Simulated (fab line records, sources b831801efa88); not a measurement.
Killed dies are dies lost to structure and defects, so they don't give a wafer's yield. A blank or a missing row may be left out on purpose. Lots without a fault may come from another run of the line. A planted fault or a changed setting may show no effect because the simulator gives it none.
Which tool did it? | flow sky130 | 24 lots, 72 wafers sampled, at 6 steps of a route of 708

WHAT THE GAUGES READ, wafer by wafer
SKY_FIELD_ISO_THK_MEAS_04. Usual: FIELD_ISO_CVD_03_THK 164.2 nm, standard deviation 1.6.
lot  | measured    | on            | FIELD_ISO_CVD_03_THK (nm) | flag
L074 | day 1 15:30 | film_metro-02 | 166.3 166.3 167.9         |
L075 | day 1 21:34 | film_metro-04 | 164.0 165.0 164.8         |
L076 | day 2 04:06 | film_metro-04 | 164.9 163.8 164.7         |
L077 | day 2 06:56 | film_metro-02 | 163.9 163.3 163.1         |
L078 | day 2 10:08 | film_metro-02 | 160.7 163.3 162.7         |
L079 | day 2 15:32 | film_metro-02 | 161.7 161.7 161.9         |
L080 | day 2 19:29 | film_metro-04 | 165.7 164.3 164.4         |
L081 | day 3 00:44 | film_metro-04 | 164.3 163.2 165.0         |
L082 | day 3 06:56 | film_metro-02 | 164.8 163.0 165.5         |
L083 | day 3 11:33 | film_metro-04 | 165.4 167.1 165.5         |
L084 | day 3 15:54 | film_metro-01 | 165.0 163.0 163.2         |
L085 | day 3 22:57 | film_metro-04 | 163.0 162.4 163.0         |
L086 | day 4 01:49 | film_metro-04 | 162.0 161.9 161.9         |
L087 | day 4 06:30 | film_metro-01 | 163.0 164.4 164.7         |
L088 | day 4 12:37 | film_metro-02 | 163.6 162.5 163.4         |
L089 | day 4 17:40 | film_metro-02 | 166.8 165.9 166.2         |
L090 | day 5 01:45 | film_metro-01 | 164.8 165.3 166.2         |
L091 | day 5 04:46 | film_metro-02 | 166.5 167.3 166.2         |
L092 | day 5 11:05 | film_metro-04 | 165.9 167.5 165.5         |
L093 | day 5 14:14 | film_metro-04 | 164.7 163.3 164.2         |
L094 | day 5 17:29 | film_metro-02 | 165.1 163.1 162.8         |
L095 | day 5 22:31 | film_metro-01 | 164.2 164.0 164.7         |
L096 | day 6 03:29 | film_metro-01 | 163.8 165.0 163.6         |
L097 | day 6 08:29 | film_metro-04 | 161.2 163.0 162.1         |

SKY_POLY_GATE_THK_MEAS_01. Usual: POLY_GATE_CVD_00_THK 179.4 nm, standard deviation 1.6.
lot  | measured     | on            | POLY_GATE_CVD_00_THK (nm) | flag
L074 | day 15 05:04 | film_metro-03 | 178.1 179.7 178.4         |
L075 | day 15 10:32 | film_metro-02 | 178.1 178.1 179.3         |
L076 | day 15 17:41 | film_metro-03 | 180.9 179.9 179.5         |
L077 | day 16 01:55 | film_metro-02 | 180.8 182.9 181.1         |
L078 | day 16 05:11 | film_metro-02 | 180.2 179.2 179.8         |
L079 | day 16 08:56 | film_metro-02 | 178.7 179.2 177.6         |
L080 | day 16 08:55 | film_metro-03 | 181.6 182.5 180.2         |
L081 | day 16 08:59 | film_metro-03 | 178.5 179.5 179.7         |
L082 | day 16 11:14 | film_metro-02 | 180.9 182.3 182.1         |
L083 | day 16 11:15 | film_metro-03 | 179.5 180.3 179.0         |
L084 | day 16 11:18 | film_metro-02 | 178.7 179.5 179.4         |
L085 | day 16 14:43 | film_metro-02 | 181.3 181.5 181.3         |
L086 | day 16 14:43 | film_metro-03 | 181.3 181.2 179.9         |
L087 | day 16 14:47 | film_metro-03 | 179.2 178.9 179.4         |
L088 | day 22 16:33 | film_metro-04 | 178.6 178.7 179.8         |
L089 | day 23 04:12 | film_metro-02 | 175.1 175.9 174.9         |
L090 | day 23 13:49 | film_metro-02 | 176.7 176.9 177.0         |
L091 | day 23 10:14 | film_metro-03 | 177.8 177.8 179.4         |
L092 | day 23 11:25 | film_metro-04 | 177.5 178.0 176.9         |
L093 | day 23 09:01 | film_metro-04 | 180.8 181.0 180.5         |
L094 | day 23 12:37 | film_metro-04 | 181.7 180.1 181.1         |
L095 | day 23 16:14 | film_metro-02 | 179.2 178.8 177.8         |
L096 | day 23 20:46 | film_metro-03 | 177.9 177.9 179.5         |
L097 | day 23 19:14 | film_metro-04 | 178.8 179.4 179.7         |

SKY_METAL5_THK_MEAS_06: measures by xrf. Usual: METAL5_ALCU_THK 1126 nm, standard deviation 17.
lot  | measured     | on            | METAL5_ALCU_THK (nm) | flag
L074 | day 44 16:44 | film_metro-02 | 1150 1129 1153       |
L075 | day 44 22:07 | film_metro-03 | 1144 1159 1133       |
L076 | day 45 01:35 | film_metro-03 | 1111 1123 1123       |
L077 | day 45 10:26 | film_metro-02 | 1121 1113 1122       |
L078 | day 45 10:38 | film_metro-03 | 1146 1156 1141       |
L079 | day 45 13:34 | film_metro-03 | 1116 1113 1100       |
L080 | day 45 13:23 | film_metro-01 | 1128 1163 1145       |
L081 | day 45 15:26 | film_metro-01 | 1121 1120 1124       |
L082 | day 45 14:03 | film_metro-03 | 1148 1161 1158       |
L083 | day 45 13:41 | film_metro-01 | 1098 1102 1106       |
L084 | day 45 15:46 | film_metro-03 | 1147 1126 1123       |
L085 | day 45 21:56 | film_metro-01 | 1116 1099 1104       |
L086 | day 45 22:14 | film_metro-02 | 1124 1130 1126       |
L087 | day 45 21:08 | film_metro-02 | 1108 1118 1103       |
L088 | day 49 21:29 | film_metro-02 | 1143 1138 1138       |
L089 | day 50 06:16 | film_metro-01 | 1118 1133 1118       |
L090 | day 50 10:23 | film_metro-03 | 1110 1120 1111       |
L091 | day 50 08:46 | film_metro-03 | 1133 1155 1152       |
L092 | day 50 07:02 | film_metro-01 | 1128 1130 1138       |
L093 | day 50 14:01 | film_metro-02 | 1113 1110 1107       |
L094 | day 50 09:44 | film_metro-01 | 1111 1137 1108       |
L095 | day 50 10:43 | film_metro-01 | 1129 1118 1152       |
L096 | day 50 13:16 | film_metro-03 | 1154 1137 1127       |
L097 | day 50 12:23 | film_metro-01 | 1092 1137 1108       |

WHICH TOOL RAN EACH LOT (tool, then ch and the chambers of the sampled wafers, then the start)
lot  | SKY_LI_CONTACT_CMP_24         | SKY_METAL3_SPUTTER_03        | SKY_METAL4_ETCH_16
L074 | cmp-02 ch 0,3, day 30 19:21   | pvd_sputter-01, day 38 01:40 | rie_metal-02 ch 0, day 43 13:59
L075 | cmp-01 ch 0,3, day 31 01:10   | pvd_sputter-01, day 38 06:29 | rie_metal-03 ch 1, day 43 19:17
L076 | cmp-02 ch 0,2,3, day 31 05:17 | pvd_sputter-03, day 38 10:24 | rie_metal-03 ch 1, day 43 22:43
L077 | cmp-01 ch 0,1,2, day 31 14:41 | pvd_sputter-03, day 38 20:16 | rie_metal-04 ch 0,1, day 44 07:26
L078 | cmp-02 ch 1,2, day 31 16:14   | pvd_sputter-01, day 38 21:02 | rie_metal-03 ch 0,1, day 44 08:10
L079 | cmp-01 ch 0,2,3, day 31 20:38 | pvd_sputter-01, day 38 23:43 | rie_metal-02 ch 0,1, day 44 10:37
L080 | cmp-02 ch 0,2,3, day 31 20:48 | pvd_sputter-01, day 39 00:36 | rie_metal-02 ch 0,1, day 44 10:58
L081 | cmp-02 ch 0,1,3, day 31 22:41 | pvd_sputter-01, day 39 02:38 | rie_metal-02 ch 0,1, day 44 12:32
L082 | cmp-02 ch 0,1,3, day 31 21:46 | pvd_sputter-01, day 39 01:29 | rie_metal-04 ch 0,1, day 44 11:22
L083 | cmp-01 ch 1,2, day 31 21:32   | pvd_sputter-02, day 39 01:09 | rie_metal-04 ch 1, day 44 11:02
L084 | cmp-01 ch 0,2,3, day 31 23:57 | pvd_sputter-03, day 39 03:49 | rie_metal-03 ch 0,1, day 44 12:53
L085 | cmp-02 ch 1,3, day 32 04:14   | pvd_sputter-01, day 39 08:01 | rie_metal-04 ch 1, day 44 20:22
L086 | cmp-01 ch 0,1,2, day 32 04:36 | pvd_sputter-03, day 39 08:23 | rie_metal-04 ch 0,1, day 44 20:43
L087 | cmp-01 ch 0,1,2, day 32 02:07 | pvd_sputter-02, day 39 07:37 | rie_metal-02 ch 0,1, day 44 20:16
L088 | cmp-02 ch 1,3, day 37 11:23   | pvd_sputter-02, day 44 06:26 | rie_metal-03 ch 0, day 49 00:01
L089 | cmp-01 ch 0,3, day 38 00:04   | pvd_sputter-02, day 44 18:13 | rie_metal-03 ch 1, day 49 09:40
L090 | cmp-01 ch 0,1,3, day 38 08:02 | pvd_sputter-02, day 44 23:48 | rie_metal-04 ch 0,1, day 49 13:31
L091 | cmp-01 ch 1,2, day 38 04:11   | pvd_sputter-03, day 44 22:50 | rie_metal-03 ch 1, day 49 12:13
L092 | cmp-02 ch 0,1,2, day 38 01:56 | pvd_sputter-03, day 44 20:10 | rie_metal-02 ch 0,1, day 49 10:40
L093 | cmp-02 ch 0,1,2, day 38 00:31 | pvd_sputter-03, day 45 05:28 | rie_metal-04 ch 0,1, day 49 17:17
L094 | cmp-01 ch 1,3, day 38 04:47   | pvd_sputter-01, day 44 23:31 | rie_metal-02 ch 0,1, day 49 12:31
L095 | cmp-01 ch 0,2,3, day 38 08:58 | pvd_sputter-01, day 45 01:20 | rie_metal-02 ch 1, day 49 14:07
L096 | cmp-01 ch 0,1,2, day 38 11:43 | pvd_sputter-03, day 45 04:46 | rie_metal-04 ch 0,1, day 49 16:19
L097 | cmp-01 ch 0,1,2, day 38 09:43 | pvd_sputter-02, day 45 03:52 | rie_metal-02 ch 1, day 49 15:32
- SKY_LI_CONTACT_CMP_24: polishes, stops on PSG, t overpolish 20 s, target thk 0 nm.
- SKY_METAL3_SPUTTER_03: material Ti, target thk 5 nm, time 3.3 s.
- SKY_METAL4_ETCH_16: etches BARC in N2/H2, stops on SiO2, time 88.2 s, target depth 60 nm.

WHAT THE TOOLS THEMSELVES READ (means of the sampled wafers that have a number; where no wafer has one, the mark that the record gives instead)
SKY_LI_CONTACT_CMP_24. Usual: motor_current_A 11.4 A, standard deviation 0.89; overpolish_run_s 20.001 s, standard deviation 0.0095; slurry_flow_ml_min 150.0, standard deviation 0.49; time_to_endpoint_s 97 s, standard deviation 6.2.
lot  | tool   | motor_current_A (A) | overpolish_run_s (s) | slurry_flow_ml_min | time_to_endpoint_s (s) | flag
L074 | cmp-02 | 10.5                | 20.000               | 149.9              | 94                     |
L075 | cmp-01 | 11.8                | 20.000               | 150.7              | 96                     |
L076 | cmp-02 | 11.1                | 19.996               | 150.1              | 100                    |
L077 | cmp-01 | 11.7                | 19.989               | 149.9              | 101                    |
L078 | cmp-02 | 11.8                | 20.003               | 149.9              | 100                    |
L079 | cmp-01 | 11.9                | 19.999               | 150.4              | 101                    |
L080 | cmp-02 | 11.5                | 20.001               | 149.7              | 92                     |
L081 | cmp-02 | 10.9                | 19.995               | 150.2              | 97                     |
L082 | cmp-02 | 11.0                | 20.007               | 150.2              | 97                     |
L083 | cmp-01 | 11.8                | 19.993               | 150.1              | 103                    |
L084 | cmp-01 | 11.7                | 20.004               | 149.9              | 104                    |
L085 | cmp-02 | 11.5                | 20.005               | 150.0              | 103                    |
L086 | cmp-01 | 11.6                | 20.008               | 150.6              | 103                    |
L087 | cmp-01 | 11.7                | 19.995               | 150.3              | 103                    |
L088 | cmp-02 | 11.3                | 19.997               | 149.8              | 99                     |
L089 | cmp-01 | 11.8                | 19.998               | 149.8              | 93                     |
L090 | cmp-01 | 11.1                | 20.002               | 149.5              | 92                     |
L091 | cmp-01 | 10.6                | 19.992               | 150.3              | 93                     |
L092 | cmp-02 | 11.2                | 20.003               | 149.6              | 97                     |
L093 | cmp-02 | 11.1                | 20.002               | 150.1              | 95                     |
L094 | cmp-01 | 11.1                | 19.998               | 150.3              | 87                     |
L095 | cmp-01 | 11.9                | 20.002               | 150.1              | 99                     |
L096 | cmp-01 | 11.4                | 20.001               | 149.8              | 97                     |
L097 | cmp-01 | 11.5                | 19.997               | 149.7              | 96                     |

SKY_METAL3_SPUTTER_03. Usual: throttle_valve_pct 29.3 %, standard deviation 0.86.
lot  | tool           | throttle_valve_pct (%) | flag
L074 | pvd_sputter-01 | 28.9                   |
L075 | pvd_sputter-01 | 28.8                   |
L076 | pvd_sputter-03 | 29.2                   |
L077 | pvd_sputter-03 | 29.5                   |
L078 | pvd_sputter-01 | 28.7                   |
L079 | pvd_sputter-01 | 28.8                   |
L080 | pvd_sputter-01 | 28.7                   |
L081 | pvd_sputter-01 | 29.6                   |
L082 | pvd_sputter-01 | 28.2                   |
L083 | pvd_sputter-02 | 29.5                   |
L084 | pvd_sputter-03 | 29.5                   |
L085 | pvd_sputter-01 | 29.1                   |
L086 | pvd_sputter-03 | 29.5                   |
L087 | pvd_sputter-02 | 30.0                   |
L088 | pvd_sputter-02 | 29.6                   |
L089 | pvd_sputter-02 | 29.9                   |
L090 | pvd_sputter-02 | 29.8                   |
L091 | pvd_sputter-03 | 29.6                   |
L092 | pvd_sputter-03 | 30.0                   |
L093 | pvd_sputter-03 | 29.1                   |
L094 | pvd_sputter-01 | 28.9                   |
L095 | pvd_sputter-01 | 28.8                   |
L096 | pvd_sputter-03 | 29.1                   |
L097 | pvd_sputter-02 | 29.8                   |

SKY_METAL4_ETCH_16. Usual: drypump_motor_current_A 5.6 A, standard deviation 0.32; oes_product_au 0.625 a.u., standard deviation 0.0044; throttle_valve_pct 13.204 %, standard deviation 0.009.
lot  | tool         | drypump_motor_current_A (A) | oes_product_au (a.u.) | throttle_valve_pct (%) | flag
L074 | rie_metal-02 | 5.9                         | 0.621                 | 13.199                 |
L075 | rie_metal-03 | 5.0                         | 0.629                 | 13.202                 |
L076 | rie_metal-03 | 5.0                         | 0.624                 | 13.200                 |
L077 | rie_metal-04 | 5.8                         | 0.620                 | 13.203                 |
L078 | rie_metal-03 | 5.2                         | 0.628                 | 13.194                 |
L079 | rie_metal-02 | 5.7                         | 0.628                 | 13.197                 |
L080 | rie_metal-02 | 5.6                         | 0.624                 | 13.209                 |
L081 | rie_metal-02 | 5.6                         | 0.624                 | 13.211                 |
L082 | rie_metal-04 | 5.8                         | 0.622                 | 13.193                 |
L083 | rie_metal-04 | 5.7                         | 0.622                 | 13.199                 |
L084 | rie_metal-03 | 5.5                         | 0.622                 | 13.206                 |
L085 | rie_metal-04 | 5.7                         | 0.625                 | 13.205                 |
L086 | rie_metal-04 | 5.8                         | 0.629                 | 13.207                 |
L087 | rie_metal-02 | 5.8                         | 0.623                 | 13.211                 |
L088 | rie_metal-03 | 5.7                         | 0.631                 | 13.204                 |
L089 | rie_metal-03 | 5.0                         | 0.627                 | 13.204                 |
L090 | rie_metal-04 | 5.8                         | 0.621                 | 13.215                 |
L091 | rie_metal-03 | 5.0                         | 0.623                 | 13.203                 |
L092 | rie_metal-02 | 5.8                         | 0.629                 | 13.204                 |
L093 | rie_metal-04 | 5.8                         | 0.621                 | 13.208                 |
L094 | rie_metal-02 | 5.8                         | 0.627                 | 13.207                 |
L095 | rie_metal-02 | 5.5                         | 0.626                 | 13.208                 |
L096 | rie_metal-04 | 5.8                         | 0.623                 | 13.207                 |
L097 | rie_metal-02 | 5.5                         | 0.622                 | 13.196                 |

THE ANSWER, worked out from the rows above alone
Rule: a lot is off if the mean of its wafers that have a number lies more than 3 standard deviations from the usual mean. A lot without any number at a reading at which 4 lots or more have one is off too. The other lots that the step has rows for count as sound. The gauges are gone through in route order, then the tools' own readings, and for those a lot's mean is taken as printed above. The first step at which some lot is off is used, and at that step the reading that is off furthest; a lot without a number counts as furthest.
No lot is off at any reading shown: from this, nothing can be told.

WHAT THE SIMULATOR HAD PUT IN
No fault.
